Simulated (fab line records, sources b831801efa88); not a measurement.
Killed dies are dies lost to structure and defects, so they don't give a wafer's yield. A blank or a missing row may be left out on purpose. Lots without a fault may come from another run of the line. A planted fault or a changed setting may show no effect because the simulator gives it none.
Problem report in the 8D (eight disciplines) form, filled by code | flow sky130 | the parts of the form that need people (team, actions taken, sign-off) are left out

1. THE PROBLEM
prime_temp_c at SKY_METAL4_HMDS_06 reads a mean of 113.56 C on 6 wafers of 2 lots; wafers without a fault read 119.98 C with a standard deviation of 0.12. That is -53 standard deviations from the usual mean.
The step: prime time 60 s.
First seen on wafer L884.1, day 44 20:16, on litho_track-01. The record holds 36 wafers of 12 lots with a number at this step. Rule for "out", or "out of limits": more than 4 standard deviations from the usual mean. The other wafers with a number count as sound.

2. WHAT IT IS AND WHAT IT IS NOT
question                    | is                     | is not
which readings at this step | prime_temp_c           | -
which lots                  | L884, L885             | L871, L873, L877, L878, L881, L887, L888, L889, L893, L894
which wafers of those lots  | all that have a number | -
read on which tools         | litho_track-01         | litho_track-03
when                        | from day 44 20:16      | up to then (15 sound wafers); but 15 sound wafers of L887, L888, L889, L893, L894 came after

3. SUSPECTS, AND WHAT RULES EACH OUT
Counting: a tool at a process step up to the reading stays a suspect if it ran every lot that is out and no sound lot after the first of them.
- litho_track-01 at SKY_METAL4_HMDS_06 (prime time 60 s): kept. It ran every lot that is out, first L884 (day 44 20:16), and no sound lot after that; its last sound lot up to then is L881 (day 44 10:16). Its own readings are out on those wafers: prime_temp_c.
Left after counting: litho_track-01 at SKY_METAL4_HMDS_06.

4. THE CAUSE (what the simulator had put in)
Process parameter drift: litho_track-01, from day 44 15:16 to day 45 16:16, at SKY_METAL4_HMDS_06. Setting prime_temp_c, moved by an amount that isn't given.
Counting left only this tool.

5. THE CHAIN OF EFFECTS, in route order
Each row: a reading whose mean over the struck wafers that have a number lies more than 3 standard deviations from the usual. Only readings for which the record gives a usual standard deviation are gone through. hours: the time from each lot's start at the first step in this table that gives one to its start at this step, as a median over the lots. sigmas: the change in usual standard deviations.
hours | step               | reading      | usual    | on struck wafers | change | sigmas
0     | SKY_METAL4_HMDS_06 | prime_temp_c | 119.98 C | 113.56           | -6.42  | -53
The process steps in it:
- SKY_METAL4_HMDS_06: prime time 60 s.

6. WHAT WOULD HAVE CAUGHT IT SOONER
In this record the first reading out of limits was taken at day 44 20:16, 5 hours after the fault began at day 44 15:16.
